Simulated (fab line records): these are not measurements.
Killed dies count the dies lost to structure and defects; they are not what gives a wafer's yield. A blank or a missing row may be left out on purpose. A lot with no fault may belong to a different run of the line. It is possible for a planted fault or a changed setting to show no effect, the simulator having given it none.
fab line records    flow sky130
record: lots: 12  wafers: 36  last_day: 50
route steps=708 shown RES_XHIGH@340 LI_CONTACT@362
lots with no fault: from the same line, run without faults
start_h: hours from the record's opening day to when the first of the lot's shown wafers began    wait_h: hours elapsed since this lot's preceding step    " unchanged from the row above    L1.1+2: a row that stands for several wafers    - no value, or no start was given    * or withheld: withheld    < > ~ a bound
route shown NAME@n: a module of which the file shows steps, and the number in the route of the first    usual: mean/standard deviation taken from wafers without a fault    same: alike in all rows    chamber/n: place in a boat    sites: per-site readings    _std_site: the values' standard deviation    _edge_site: the outer-site mean with the inner-site mean subtracted    radius_mm: for every site, how far away it sits from the centre of the wafer    mask NAME#n: copy n    behind: the last tool/chamber to shape the wafer    hold: why the lot went on hold/how many hours it stayed there/how the hold came to an end    device: names the non-switching transistor (n, p or np)    end of line: the same wafers' tests at the end of the route    a step with no rows: only its recipe    killed: the dies lost at the first sort to structure and to defects; this is not the yield of the wafer    map: the dies of a wafer, with x for killed, . for not killed, _ for no die there
set.NAME: setting as actually run; set.NAME@STEP: the setting as run at that earlier step    model.NAME: the simulator's own value behind a step, which no gauge read
steps of the route over a sample of lots; a table a step, a row a wafer
services: when a tool's chamber went out of use (start_h, in hours from the record's first day, below 0 if earlier), for how many hours, and the reason
== steps ==
step: SKY_RES_XHIGH_STRIP_08
recipe: chemistry: O2/N2  power_w: 1400  pressure_mtorr: 1500  platen_temp_c: withheld  o2_flow_sccm: 3000  n2_flow_sccm: 300  overash_fraction: 0.5
usual: drypump_motor_current_A: 5.5/0.36  oes_product_au: 0.712/0.0041  strip_time_to_endpoint_s: 14.28/0.047
lot.wafer  tool             chamber  start_h  wait_h  drypump_motor_current_A  oes_product_au  rf_hours_counter_h  strip_time_to_endpoint_s
L842.2     plasma_asher-02  0        617.51   0.1     5.5                      0.713           17                  14.31
L842.3     "                1        "        "       5.5                      0.713           -                   14.33
L842.5     "                1        "        "       5.4                      0.713           -                   14.28
L843.4     plasma_asher-02  1        624.35   0.1     5.4                      0.712           -                   14.25
L843.5     "                0        "        "       5.5                      0.705           -                   14.24
L843.6     "                1        "        "       5.4                      0.707           -                   14.22
L846.1     plasma_asher-02  1        658.86   0.1     5.4                      0.710           21                  14.28
L846.2     "                0        "        "       5.5                      0.713           21                  14.28
L846.5     "                1        "        "       5.4                      0.711           -                   14.30
L849.1     plasma_asher-02  1        682.61   0.1     5.4                      0.713           24                  14.27
L849.2     "                0        "        "       5.5                      0.711           24                  14.29
L849.3     "                1        "        "       5.4                      0.708           -                   14.23
L850.3     plasma_asher-03  0        692.91   0.1     6.4                      0.717           -                   14.26
L850.4     "                1        "        "       5.4                      0.712           -                   14.31
L850.5     "                0        "        "       6.4                      0.720           -                   14.31
L851.1     plasma_asher-03  1        696.67   0.1     5.4                      0.719           87                  14.29
L851.4     "                1        "        "       5.3                      0.720           -                   14.25
L851.6     "                1        "        "       5.3                      0.714           -                   14.33
L853.1     plasma_asher-03  0        708.77   0.1     6.4                      0.705           89                  14.35
L853.3     "                0        "        "       6.5                      0.708           -                   14.39
L853.5     "                1        "        "       5.3                      0.711           -                   14.39
L854.1     plasma_asher-04  1        717.08   0.1     5.3                      0.713           102                 14.24
L854.2     "                0        "        "       5.3                      0.711           102                 14.28
L854.6     "                0        "        "       5.3                      0.716           -                   14.28
L856.2     plasma_asher-04  1        731.76   0.1     5.3                      0.715           104                 14.18
L856.4     "                0        "        "       5.3                      0.716           -                   14.22
L856.5     "                0        "        "       5.3                      0.708           -                   14.22
L859.4     plasma_asher-04  1        756.75   0.1     5.3                      0.711           -                   14.31
L859.5     "                0        "        "       5.3                      0.708           -                   14.19
L859.6     "                1        "        "       5.3                      0.718           -                   14.20
L864.2     plasma_asher-03  0        788.81   0.1     6.5                      0.712           97                  14.31
L864.4     "                1        "        "       5.4                      0.711           -                   14.30
L864.6     "                1        "        "       5.4                      0.713           -                   14.30
L865.1     plasma_asher-02  0        795.17   0.1     5.5                      0.709           36                  14.26
L865.3     "                0        "        "       5.5                      0.714           -                   14.26
L865.6     "                0        "        "       5.5                      0.712           -                   14.25
step: SKY_LI_CONTACT_HDPCVD_00
recipe: material: PSG  target_thk_nm: 930  sigma_open_frac: 0.3  time_s: 155  temp_c: 600  sih4_flow_sccm: 60  pressure_mtorr: 6
usual: run_length_s: 183.1/0.43
lot.wafer  tool       chamber  start_h  wait_h  run_length_s
L842.2     hdpcvd-02  1        648.48   0.0     183.1
L842.3     "          0        "        "       182.4
L842.5     "          2        "        "       182.8
L843.4     hdpcvd-02  2        654.69   0.1     183.6
L843.5     "          1        "        "       182.9
L843.6     "          0        "        "       182.6
L846.1     hdpcvd-01  0        688.68   0.0     183.0
L846.2     "          2        "        "       183.3
L846.5     "          0        "        "       182.9
L849.1     hdpcvd-02  0        711.93   0.0     182.6
L849.2     "          2        "        "       183.0
L849.3     "          1        "        "       183.1
L850.3     hdpcvd-01  0        721.79   0.0     183.5
L850.4     "          1        "        "       183.6
L850.5     "          0        "        "       183.2
L851.1     hdpcvd-01  1        724.93   0.0     183.7
L851.4     "          0        "        "       183.3
L851.6     "          1        "        "       183.8
L853.1     hdpcvd-01  2        737.64   0.0     183.5
L853.3     "          1        "        "       183.5
L853.5     "          1        "        "       183.5
L854.1     hdpcvd-01  1        746.29   0.0     183.6
L854.2     "          0        "        "       226.0
L854.6     "          2        "        "       183.2
L856.2     hdpcvd-01  0        760.09   0.0     226.0
L856.4     "          1        "        "       184.3
L856.5     "          2        "        "       182.9
L859.4     hdpcvd-02  2        784.69   0.1     182.8
L859.5     "          0        "        "       182.4
L859.6     "          1        "        "       182.8
L864.2     hdpcvd-02  2        816.09   0.0     183.5
L864.4     "          1        "        "       183.6
L864.6     "          2        "        "       183.1
L865.1     hdpcvd-02  2        821.88   0.0     183.1
L865.3     "          0        "        "       182.2
L865.6     "          2        "        "       182.7
step: SKY_LI_CONTACT_THK_MEAS_01
recipe: reads: PSG_of_LI_CONTACT_HDPCVD_00
usual: LI_CONTACT_HDPCVD_THK: 930/14
lot.wafer  tool           chamber  start_h  wait_h  LI_CONTACT_HDPCVD_THK[nm]
L842.2     film_metro-04  -        648.60   0.1     922
L842.3     "              -        "        "       925
L842.5     "              -        "        "       940
L843.4     film_metro-04  -        654.77   0.0     950
L843.5     "              -        "        "       929
L843.6     "              -        "        "       938
L846.1     film_metro-03  -        688.78   0.1     940
L846.2     "              -        "        "       931
L846.5     "              -        "        "       932
L849.1     film_metro-03  -        712.04   0.1     926
L849.2     "              -        "        "       936
L849.3     "              -        "        "       947
L850.3     film_metro-02  -        721.91   0.1     945
L850.4     "              -        "        "       929
L850.5     "              -        "        "       948
L851.1     film_metro-04  -        725.03   0.1     925
L851.4     "              -        "        "       934
L851.6     "              -        "        "       929
L853.1     film_metro-03  -        737.74   0.1     908
L853.3     "              -        "        "       913
L853.5     "              -        "        "       924
L854.1     film_metro-03  -        746.40   0.1     937
L854.2     "              -        "        "       1205
L854.6     "              -        "        "       920
L856.2     film_metro-02  -        760.20   0.1     1174
L856.4     "              -        "        "       922
L856.5     "              -        "        "       916
L859.4     film_metro-04  -        784.77   0.0     943
L859.5     "              -        "        "       928
L859.6     "              -        "        "       945
L864.2     film_metro-03  -        816.20   0.1     953
L864.4     "              -        "        "       940
L864.6     "              -        "        "       951
L865.1     film_metro-03  -        821.99   0.1     940
L865.3     "              -        "        "       915
L865.6     "              -        "        "       953
step: SKY_LI_CONTACT_CMP_02
recipe: material: PSG  down_force_psi: 4  platen_rpm: 60  pad_velocity_m_s: 0.94248
usual: motor_current_A: 11.6/0.93  time_to_endpoint_s: 34/3.7
lot.wafer  tool    chamber  start_h  wait_h  motor_current_A  time_to_endpoint_s
L842.2     cmp-01  0        648.70   0.1     13.0             30
L842.3     "       1        "        "       10.3             34
L842.5     "       0        "        "       12.2             33
L843.4     cmp-02  1        654.85   0.1     13.1             40
L843.5     "       0        "        "       10.1             32
L843.6     "       1        "        "       12.1             37
L846.1     cmp-01  2        688.84   0.1     11.0             37
L846.2     "       3        "        "       11.5             34
L846.5     "       3        "        "       12.6             33
L849.1     cmp-02  3        712.10   0.1     11.2             38
L849.3     "       0        "        "       10.3             31
L849.2     "       2        "        "       12.5             33
L850.4     cmp-02  3        721.95   0.0     11.2             36
L850.3     "       2        "        "       12.5             34
L850.5     "       3        "        "       11.7             38
L851.1     cmp-02  2        725.19   0.1     12.7             31
L851.4     "       3        "        "       11.7             37
L851.6     "       0        "        "       10.5             30
L853.1     cmp-02  3        737.85   0.1     11.5             35
L853.3     "       1        "        "       12.1             37
L853.5     "       3        "        "       11.7             37
L854.2     cmp-01  2        746.56   0.1     10.5             65
L854.1     "       3        "        "       11.9             34
L854.6     "       0        "        "       12.9             33
L856.2     cmp-02  3        760.30   0.1     11.5             60
L856.4     "       0        "        "       10.2             28
L856.5     "       3        "        "       11.9             33
L859.4     cmp-02  3        784.95   0.2     12.1             38
L859.5     "       0        "        "       10.8             28
L859.6     "       1        "        "       12.0             40
L864.4     cmp-01  1        816.30   0.1     10.7             38
L864.2     "       2        "        "       10.5             39
L864.6     "       1        "        "       11.1             38
L865.3     cmp-01  2        822.12   0.1     10.7             33
L865.1     "       0        "        "       12.9             35
L865.6     "       1        "        "       10.8             38
step: SKY_LI_CONTACT_OVL_MEAS_13
usual: LI_CONTACT_OVL: 0/4.9
lot.wafer  tool        chamber  start_h  wait_h  LI_CONTACT_OVL[nm]
L842.2     overlay-02  -        678.04   0.1     -1
L842.3     "           -        "        "       3
L842.5     "           -        "        "       1
L843.4     overlay-02  -        684.12   0.1     7
L843.5     "           -        "        "       2
L843.6     "           -        "        "       -1
L846.1     overlay-02  -        718.00   0.1     9
L846.2     "           -        "        "       9
L846.5     "           -        "        "       1
L849.1     overlay-01  -        739.98   0.1     0
L849.2     "           -        "        "       2
L849.3     "           -        "        "       -5
L850.3     overlay-01  -        750.71   0.1     8
L850.4     "           -        "        "       3
L850.5     "           -        "        "       4
L851.1     overlay-01  -        752.64   0.1     4
L851.4     "           -        "        "       -5
L851.6     "           -        "        "       2
L853.1     overlay-02  -        765.99   0.1     -10
L853.3     "           -        "        "       0
L853.5     "           -        "        "       1
L854.1     overlay-01  -        773.68   0.1     -15
L854.2     "           -        "        "       -11
L854.6     "           -        "        "       -1
L856.2     overlay-01  -        787.71   0.1     -1
L856.4     "           -        "        "       1
L856.5     "           -        "        "       0
L859.4     overlay-01  -        811.47   0.1     -3
L859.5     "           -        "        "       -5
L859.6     "           -        "        "       0
L864.2     overlay-01  -        842.39   0.1     -6
L864.4     "           -        "        "       3
L864.6     "           -        "        "       -9
L865.1     overlay-01  -        848.70   0.1     -4
L865.3     "           -        "        "       3
L865.6     "           -        "        "       3
step: SKY_LI_CONTACT_SPUTTER_20
recipe: material: TiN  target_thk_nm: 20  chamber_pressure_pa: 5  power_w: 4000  time_s: 80
usual: throttle_valve_pct: 30.3/1.1
lot.wafer  tool            chamber  start_h  wait_h  throttle_valve_pct
L842.2     pvd_sputter-02  -        678.57   0.0     29.6
L842.3     "               -        "        "       31.2
L842.5     "               -        "        "       30.8
L843.4     pvd_sputter-04  -        684.63   0.0     31.6
L843.5     "               -        "        "       28.9
L843.6     "               -        "        "       31.1
L846.1     pvd_sputter-02  -        718.53   0.0     29.2
L846.2     "               -        "        "       31.5
L846.5     "               -        "        "       28.6
L849.1     pvd_sputter-03  -        740.53   0.0     29.8
L849.2     "               -        "        "       30.2
L849.3     "               -        "        "       28.9
L850.3     pvd_sputter-02  -        751.25   0.0     30.7
L850.4     "               -        "        "       29.4
L850.5     "               -        "        "       31.5
L851.1     pvd_sputter-04  -        753.17   0.0     32.0
L851.4     "               -        "        "       28.9
L851.6     "               -        "        "       30.9
L853.1     pvd_sputter-02  -        766.52   0.0     28.5
L853.3     "               -        "        "       31.4
L853.5     "               -        "        "       29.3
L854.1     pvd_sputter-02  -        774.23   0.0     28.9
L854.2     "               -        "        "       29.5
L854.6     "               -        "        "       28.6
L856.2     pvd_sputter-02  -        788.25   0.0     31.6
L856.4     "               -        "        "       31.2
L856.5     "               -        "        "       28.8
L859.4     pvd_sputter-04  -        811.98   0.0     32.1
L859.5     "               -        "        "       31.1
L859.6     "               -        "        "       29.3
L864.2     pvd_sputter-02  -        842.92   0.0     29.4
L864.4     "               -        "        "       30.8
L864.6     "               -        "        "       30.8
L865.1     pvd_sputter-04  -        849.24   0.0     31.2
L865.3     "               -        "        "       29.0
L865.6     "               -        "        "       31.8
== services ==
tool            chamber  start_h  hours  kind
cmp-01          -        600.85   1.1    repair
cmp-02          -        603.80   2.0    repair
cmp-02          -        604.82   1.6    repair
hdpcvd-01       2        605.43   8.7    repair
hdpcvd-01       0        629.65   4.3    repair
cmp-02          -        632.99   0.4    repair
hdpcvd-02       2        633.46   6.4    repair
cmp-02          -        637.11   0.3    repair
pvd_sputter-02  -        641.08   1.8    repair
hdpcvd-01       0        643.98   3.6    repair
hdpcvd-01       -        650.75   15.0   pm
cmp-01          -        652.94   2.8    repair
hdpcvd-02       -        665.97   0.4    repair
cmp-02          -        671.85   1.3    repair
cmp-01          -        689.83   3.4    pm
pvd_sputter-02  -        696.34   2.9    repair
pvd_sputter-02  -        706.88   6.1    repair
cmp-01          -        714.32   6.7    pm
cmp-01          -        721.88   2.1    repair
cmp-02          -        744.00   4.0    pm
cmp-01          -        754.79   1.3    repair
cmp-02          -        790.68   0.4    repair
cmp-02          -        815.23   2.9    pm
cmp-02          -        844.32   3.1    repair
== key ==
first_sign: step: SKY_LI_CONTACT_HDPCVD_00  reading: run_length_s  direction: up  sigmas: 99+  usual: *  struck: *
effect: step: SKY_LI_CONTACT_THK_MEAS_01  reading: LI_CONTACT_HDPCVD_THK  direction: up  sigmas: 19  usual: 930  struck: 1190
effect: step: SKY_LI_CONTACT_CMP_02  reading: time_to_endpoint_s  direction: up  sigmas: 7.6  usual: *  struck: *
met_at SKY_LI_CONTACT_HDPCVD_00
struck_lots L854,L856
struck_wafers L854.2,L856.2
tester_left_out L854,L856
not_acting_at SKY_RES_XHIGH_STRIP_08,SKY_LI_CONTACT_OVL_MEAS_13,SKY_LI_CONTACT_SPUTTER_20
onset_between 724.93 746.29
fault: kind: process_parameter_drift  tool: hdpcvd-01  chamber: 0  onset_h: 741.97  steps: SKY_LI_CONTACT_HDPCVD_00  channel: time_s  offset: *  shape: step  end_h: 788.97  acts_in: *  stated: *
tester_left_out: of these lots the tester's yield and bins aren't shown, on N5 and GAA mostly nor the transistor test; their killed dies are dies lost to structure and defects alone, not to doping, threshold or leakage, so they don't give the yield
